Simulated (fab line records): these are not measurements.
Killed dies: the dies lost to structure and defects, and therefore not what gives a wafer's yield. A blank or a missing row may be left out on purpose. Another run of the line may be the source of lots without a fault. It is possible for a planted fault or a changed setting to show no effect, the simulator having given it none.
One fault through the eyes of 2 desks | flow gf180mcu | each desk holds nothing but its own numbers, with what lay behind them at the end

## AT THE TOOL OWNER'S DESK: lpcvd-01
The tool's own readings at GF_STI_CVD_03 (deposits Si3N4 from DCS/NH3, target thk 207.16 nm, time 3551 s): means of the sampled wafers that have a number, for each lot that ran on this tool. A lot is out of limits, marked OUT, if its mean lies more than 4 standard deviations from the usual mean; the brackets give that distance.
Columns: A = pressure mtorr at GF_STI_CVD_03, usual 249.9 mTorr; B = spike tc bottom C at GF_STI_CVD_03, usual 791.5 C; C = spike tc centre C at GF_STI_CVD_03, usual 769.3 C; D = zone power lower pct at GF_STI_CVD_03, usual 13.1 %; E = zone power upper pct at GF_STI_CVD_03, usual 13.8 %
lot  | first seen here | A     | B     | C     | D    | E
L961 | day 1 21:34     | 249.8 | 788.1 | 767.4 | 12.2 | 12.4
L966 | day 2 22:35     | 250.0 | 792.2 | 768.4 | 13.2 | 14.7
L968 | day 3 08:34     | 250.4 | 787.8 | 767.8 | 12.1 | 12.4
L969 | day 3 15:23     | 249.7 | 788.2 | 769.7 | 12.2 | 12.6
L979 | day 5 16:20     | 249.7 | 786.7 | 769.2 | 12.2 | 12.4
L981 | day 6 02:03     | 249.3 | 792.1 | 768.5 | 13.0 | 14.7
L982 | day 6 06:34     | 249.9 | 794.2 | 768.3 | 13.1 | 14.7
Result from this desk: across the 7 lots, nothing is out of limits.

## THE METROLOGY DESK
What the gauges read for every lot (on any tool): the sampled wafers with a number, averaged. A lot is out of limits, marked OUT, if its mean lies more than 4 standard deviations from the usual mean; the brackets give that distance.
Columns: A = STI_OXIDATION_01_THK at GF_STI_THK_MEAS_22, usual 15.00 nm; B = cd nm at GF_SAB_CD_MEAS_09, usual 420.1 nm; C = SAB_OVL at GF_SAB_OVL_MEAS_10, usual 0.7 nm
lot  | first seen here | A     | B     | C
L959 | day 2 04:41     | 14.60 | 418.7 | 2.3
L961 | day 2 14:57     | 15.04 | 418.1 | -0.6
L962 | day 2 18:39     | 15.00 | 419.0 | 0.5
L963 | day 2 23:39     | 14.80 | 421.0 | 2.1
L966 | day 3 17:38     | 14.86 | 417.8 | 1.4
L968 | day 4 02:30     | 14.77 | 421.6 | 0.4
L969 | day 4 10:47     | 14.93 | 418.8 | -0.3
L973 | day 5 02:50     | 15.29 | 418.6 | 1.0
L979 | day 6 10:26     | 15.41 | 421.4 | 0.5
L981 | day 6 21:01     | 15.17 | 419.6 | -1.4
L982 | day 7 00:39     | 14.95 | 422.3 | 1.1
Result from this desk: across the 11 lots, nothing is out of limits.

## TAKEN TOGETHER
The desk of the tool owner found nothing out of limits.
The metrology desk saw nothing out of limits.

## WHAT THE SIMULATOR HAD PUT IN
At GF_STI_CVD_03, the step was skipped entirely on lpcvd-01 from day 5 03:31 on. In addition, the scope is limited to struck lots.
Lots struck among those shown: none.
